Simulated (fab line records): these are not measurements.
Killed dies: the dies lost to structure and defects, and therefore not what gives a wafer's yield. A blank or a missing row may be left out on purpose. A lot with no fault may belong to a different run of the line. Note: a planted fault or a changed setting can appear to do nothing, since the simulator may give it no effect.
Commonality check across tools | flow gf180mcu | Lots sampled 14, wafers sampled 42

== WHY IT WAS OPENED ==
At GF_STI_THK_MEAS_02 the reading STI_OXIDATION_THK is flagged on 3 of 14 lots. Wafers without a fault read 9.99 nm, standard deviation 0.18.
Rule: a lot is flagged when every wafer of it that has a number lies more than 4 standard deviations from that mean, or none has a number. As for the other lots, they are considered sound.

lot  | measured    | on            | STI_OXIDATION_THK (nm), wafer by wafer | flag
L948 | day 1 12:17 | film metro-03 | 10.37 10.30 10.33                      |
L950 | day 1 21:31 | film metro-03 | 10.05 9.99 9.90                        |
L951 | day 2 03:05 | film metro-04 | 9.91 10.01 9.92                        |
L954 | day 2 17:31 | film metro-04 | 9.82 9.85 9.86                         |
L956 | day 3 03:50 | film metro-03 | 9.88 9.63 9.77                         |
L957 | day 3 11:44 | film metro-04 | 16.71 16.75 16.73                      | FLAGGED
L958 | day 3 15:51 | film metro-02 | 15.66 15.77 16.01                      | FLAGGED
L960 | day 4 02:21 | film metro-02 | 16.18 16.40 16.10                      | FLAGGED
L961 | day 4 04:56 | film metro-03 | 10.10 9.83 9.88                        |
L962 | day 4 09:31 | film metro-02 | 10.02 10.06 10.00                      |
L968 | day 5 16:42 | film metro-02 | 10.14 10.16 10.11                      |
L969 | day 5 21:08 | film metro-04 | 10.02 9.99 10.08                       |
L970 | day 6 01:35 | film metro-03 | 10.07 10.15 10.20                      |
L971 | day 6 07:48 | film metro-03 | 10.09 10.17 10.21                      |
On average the flagged lots' numbers are 16.26 nm, which is +6.27 nm against the usual, or +35 standard deviations.

== WHICH TOOL RAN EACH LOT ==
The record keeps 1 process step preceding the reading, out of 602 steps on the route. Read each cell as the tool, then ch plus the chambers that the sampled wafers visited, then the start.
lot  | flag    | GF_STI_OXIDATION_01
L948 |         | furnace-01 ch 0, day 1 10:52
L950 |         | furnace-01 ch 0, day 1 20:07
L951 |         | furnace-01 ch 0, day 2 01:41
L954 |         | furnace-02 ch 0, day 2 16:07
L956 |         | furnace-02 ch 0, day 3 02:26
L957 | FLAGGED | furnace-01 ch 0, day 3 07:50
L958 | FLAGGED | furnace-02 ch 0, day 3 12:53
L960 | FLAGGED | furnace-01 ch 0, day 3 22:07
L961 |         | furnace-02 ch 0, day 4 03:32
L962 |         | furnace-01 ch 0, day 4 08:07
L968 |         | furnace-01 ch 0, day 5 15:17
L969 |         | furnace-01 ch 0, day 5 19:44
L970 |         | furnace-01 ch 0, day 6 00:10
L971 |         | furnace-01 ch 0, day 6 06:23
What these steps do:
- GF_STI_OXIDATION_01: stabilise 600 s, purge 300 s, target thk 10 nm.
- GF_STI_THK_MEAS_02

== FLAGGED AGAINST TOTAL, ONE TOOL AT A TIME (gauges that did the reading follow at the end) ==
step                | tool          | lots run | flagged | share of the flagged lots | sound lots run after its first flagged lot
GF_STI_OXIDATION_01 | furnace-01    | 10       | 2       | some                      | 5 (L962,L968,L969,L970,L971)
GF_STI_OXIDATION_01 | furnace-02    | 4        | 1       | some                      | 1 (L961)
GF_STI_THK_MEAS_02  | film metro-02 | 4        | 2       | some                      | 2 (L962,L968)
GF_STI_THK_MEAS_02  | film metro-03 | 6        | 0       | none                      | -
GF_STI_THK_MEAS_02  | film metro-04 | 4        | 1       | some                      | 1 (L969)

== WHAT THE TABLE PERMITS ==
No row of the table ran every flagged lot.

== WHAT THE SIMULATOR PUT IN ==
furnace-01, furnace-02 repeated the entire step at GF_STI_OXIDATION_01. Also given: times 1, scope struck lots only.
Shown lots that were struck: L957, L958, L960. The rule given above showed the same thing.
